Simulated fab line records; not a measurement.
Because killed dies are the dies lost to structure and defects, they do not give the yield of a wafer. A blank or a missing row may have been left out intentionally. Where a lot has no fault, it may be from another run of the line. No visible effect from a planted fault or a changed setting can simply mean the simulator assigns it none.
Check of tool commonality ; flow gf180mcu ; 42 wafers sampled across 14 lots

## REASON IT WAS OPENED
At GF_V5_CD_MEAS_14 the reading cd_nm is flagged on 2 of 14 lots. No-fault wafers: 260.0 nm, standard deviation 1.1.
Rule: a lot gets a flag if all its wafers with a number sit over 4 standard deviations from that mean, or if no wafer of it has a number. The rest of the lots are taken to be sound.

lot;measured;on;cd_nm (nm), wafer by wafer;flag
L156;day 27 04:35;cd_sem-01;260.4 261.7 260.6;
L160;day 28 12:22;cd_sem-01;258.9 258.5 260.5;
L159;day 28 15:01;cd_sem-01;259.3 259.7 259.1;
L161;day 28 21:11;cd_sem-01;258.4 259.1 259.7;
L165;day 30 00:01;cd_sem-01;258.8 259.2 258.0;
L166;day 30 10:28;cd_sem-02;292.6 291.2 293.1;FLAGGED
L168;day 30 18:19;cd_sem-01;292.4 294.8 293.7;FLAGGED
L171;day 31 12:01;cd_sem-02;259.9 261.0 258.6;
L172;day 31 16:34;cd_sem-01;262.1 262.3 261.8;
L173;day 31 22:25;cd_sem-01;259.4 258.8 257.8;
L174;day 32 09:21;cd_sem-01;260.4 260.8 259.0;
L175;day 32 10:18;cd_sem-02;260.4 260.5 260.4;
L178;day 33 04:19;cd_sem-02;259.7 259.2 258.0;
L179;day 33 13:28;cd_sem-02;260.0 260.3 260.0;
The mean of the flagged lots' numbers is 293.0 nm, +33.0 nm from the usual (+30 standard deviations).

## LOT BY LOT: THE TOOL USED
The record holds 1 process step before the reading, out of a route of 602 steps. Read each cell as the tool, then ch plus the chambers that the sampled wafers visited, then the start.
lot;flag;GF_V5_SOFTBAKE_10
L156;;litho_track-02 ch 0, day 26 18:00
L160;;litho_track-04 ch 0, day 28 02:00
L159;;litho_track-04 ch 0, day 28 05:00
L161;;litho_track-02 ch 0, day 28 11:00
L165;;litho_track-02 ch 0, day 29 14:00
L166;FLAGGED;litho_track-04 ch 0, day 30 01:00
L168;FLAGGED;litho_track-04 ch 0, day 30 09:00
L171;;litho_track-02 ch 0, day 31 03:00
L172;;litho_track-02 ch 0, day 31 07:00
L173;;litho_track-01 ch 0, day 31 13:00
L174;;litho_track-02 ch 0, day 32 00:00
L175;;litho_track-01 ch 0, day 32 01:00
L178;;litho_track-01 ch 0, day 32 20:00
L179;;litho_track-02 ch 0, day 33 05:00
What the steps here do:
- GF_V5_SOFTBAKE_10: time 60 s.
- GF_V5_CD_MEAS_14: target cd 260 nm.

## FLAGGED AGAINST TOTAL, ONE TOOL AT A TIME (gauges that did the reading follow at the end)
step;tool;lots run;flagged;share of the flagged lots;sound lots run after its first flagged lot
GF_V5_SOFTBAKE_10;litho_track-01;3;0;none;-
GF_V5_SOFTBAKE_10;litho_track-02;7;0;none;-
GF_V5_SOFTBAKE_10;litho_track-04;4;2;all;0
GF_V5_CD_MEAS_14;cd_sem-01;9;1;some;3 (L172,L173,L174)
GF_V5_CD_MEAS_14;cd_sem-02;5;1;some;4 (L171,L175,L178,L179)

## WHAT THE TABLE ALLOWS
In the table, 1 row covers all flagged lots: litho_track-04 at GF_V5_SOFTBAKE_10.
- litho_track-04 at GF_V5_SOFTBAKE_10 ran 4 lots, 2 of them flagged. A fault beginning between L159 (day 28 05:00), its last sound lot, and L166 (day 30 01:00), its first flagged one, fits the data. Its own readings (heater_power_total_W, plate_temp_C) fall more than 4 standard deviations out on all wafers of the flagged lots.
Just one tool remains: litho_track-04 at GF_V5_SOFTBAKE_10.

## WHAT HAD BEEN PUT IN BY THE SIMULATOR
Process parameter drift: litho_track-04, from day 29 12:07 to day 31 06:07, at GF_V5_SOFTBAKE_10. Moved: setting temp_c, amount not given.
Lots struck among those shown: L166, L168. This agrees with what the rule above found.
